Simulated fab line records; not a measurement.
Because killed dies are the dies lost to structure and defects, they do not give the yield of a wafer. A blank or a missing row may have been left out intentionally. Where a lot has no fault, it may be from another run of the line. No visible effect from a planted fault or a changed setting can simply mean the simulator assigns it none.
The tool behind it: which one?	flow sky130	14 lots with 42 wafers sampled at 2 steps, on a route of 708 steps

WHAT THE GAUGES SHOWED, per wafer
The record lacks any reading of a measuring or inspecting step that a usual standard deviation could be used to judge.

TOOL THAT RAN EACH LOT (tool first, then ch and the chambers of the sampled wafers, then the start)
lot	SKY_CONTACT_CVD_24	SKY_PAD_OPEN_PROBE_99
L649	cvdW-01 ch 0,1, day 31 07:23	prober-01, day 45 09:49
L651	cvdW-02 ch 0,1, day 32 05:31	prober-01, day 46 04:04
L653	cvdW-02 ch 1, day 33 02:10	prober-01, day 46 19:32
L654	cvdW-02 ch 0,1, day 33 10:25	prober-02, day 47 02:37
L655	cvdW-02 ch 1, day 33 22:25	prober-01, day 47 11:35
L656	cvdW-01 ch 0,1, day 34 05:44	prober-02, day 47 17:00
L658	cvdW-02 ch 0,1, day 34 16:26	prober-02, day 47 23:48
L660	cvdW-01 ch 0,1, day 35 06:43	prober-02, day 48 10:30
L663	cvdW-02 ch 1, day 36 10:04	prober-01, day 49 07:07
L664	cvdW-01 ch 0,1, day 36 11:43	prober-02, day 49 08:34
L666	cvdW-01 ch 0,1, day 37 08:22	prober-02, day 49 20:49
L668	cvdW-02 ch 0,1, day 37 18:57	prober-02, day 50 02:46
L669	cvdW-01 ch 0,1, day 38 04:36	prober-01, day 50 14:55
L670	cvdW-02 ch 0,1, day 38 12:57	prober-02, day 50 17:04
- SKY_CONTACT_CVD_24: deposits W, target thk 340 nm, time 102.12 s.
- SKY_PAD_OPEN_PROBE_99

WHAT THE TOOLS THEMSELVES READ (means of the sampled wafers that have a number; where no wafer has one, the mark that the record gives instead)
SKY_CONTACT_CVD_24. Usual: chamberPressureTorr 40.02 Torr, standard deviation 0.092; heaterPowerW 849 W, standard deviation 82.
lot	tool	chamberPressureTorr (Torr)	heaterPowerW (W)	flag
L649	cvdW-01	40.01	902	
L651	cvdW-02	40.03	821	
L653	cvdW-02	39.94	870	
L654	cvdW-02	39.91	836	
L655	cvdW-02	39.90	874	
L656	cvdW-01	39.91	912	
L658	cvdW-02	39.99	815	
L660	cvdW-01	40.03	913	
L663	cvdW-02	39.96	881	
L664	cvdW-01	40.05	922	
L666	cvdW-01	39.90	906	
L668	cvdW-02	38.90	767	OFF
L669	cvdW-01	40.05	895	
L670	cvdW-02	38.84	822	OFF

SKY_PAD_OPEN_PROBE_99. Usual: killed_at_M0_to_M3 43, standard deviation 6.7; killed_at_M4_up 3.2, standard deviation 1.8; killedAtContacts 24, standard deviation 4.8; killedAtFrontEnd 16, standard deviation 4.2; killedAtOther 0.3, standard deviation 0.56; killedDies 86, standard deviation 8.5; killedOnRim 17, standard deviation 3.9; killedOpen 47, standard deviation 6.7; killedShort 39, standard deviation 6.
lot	tool	killed_at_M0_to_M3	killed_at_M4_up	killedAtContacts	killedAtFrontEnd	killedAtOther	killedDies	killedOnRim	killedOpen	killedShort	flag
L649	prober-01	39	4.0	27	15	0.0	85	17	46	39	
L651	prober-01	45	4.3	24	19	0.3	92	19	50	39	
L653	prober-01	45	2.7	18	18	0.7	84	16	46	39	
L654	prober-02	41	2.7	25	15	0.0	84	18	44	40	
L655	prober-01	51	3.7	22	15	1.0	92	16	45	47	
L656	prober-02	41	1.7	19	16	0.0	78	15	43	35	
L658	prober-02	53	4.3	25	10	0.0	92	19	53	38	
L660	prober-02	45	4.0	25	14	0.7	89	16	46	43	
L663	prober-01	39	4.0	18	17	1.0	79	14	37	41	
L664	prober-02	47	3.0	24	12	0.0	87	21	47	40	
L666	prober-02	33	3.0	25	17	1.0	79	13	42	37	
L668	prober-02	46	3.0	28	21	0.0	98	22	49	48	
L669	prober-01	42	3.0	21	18	0.3	85	18	44	40	
L670	prober-02	45	3.7	21	13	0.3	83	16	46	37	

THE ANSWER, worked out from the rows above alone
Rule: lot off if the mean of its wafers having a number is beyond 3 standard deviations from the usual mean. A lot without any number at a reading at which 4 lots or more have one is off too. Where the step has rows for the other lots, those lots are counted as sound. After the gauges, taken in route order, come the tools' own readings; for these a lot's mean is taken, as printed above. The first step at which some lot is off is used, and at that step the reading that is off furthest; a lot without a number counts as furthest.
Off, at SKY_CONTACT_CVD_24 on chamberPressureTorr: L668, L670.
If a tool, at that step or one of the process steps before it, ran each lot that is off and ran no sound lot following the first of them, it fits. One candidate fits, namely cvdW-02 at SKY_CONTACT_CVD_24. A fault onset in the window from L663 (day 36 10:04, its last sound lot) to L668 (day 37 18:57, its first lot off) fits.
On the lots that are off, the tool's own readings at SKY_CONTACT_CVD_24 differ by more than 5 times the standard deviation of the sound lots' means, which bears it out; chamberPressureTorr reads 38.87 Torr there versus 39.97 Torr on the sound lots.

WHAT WAS PUT IN BY THE SIMULATOR
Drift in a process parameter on cvdW-02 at SKY_CONTACT_CVD_24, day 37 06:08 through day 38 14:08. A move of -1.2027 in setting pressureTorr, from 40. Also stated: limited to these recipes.
Lots struck among those shown: L668, L670. The rule above reached the same finding.
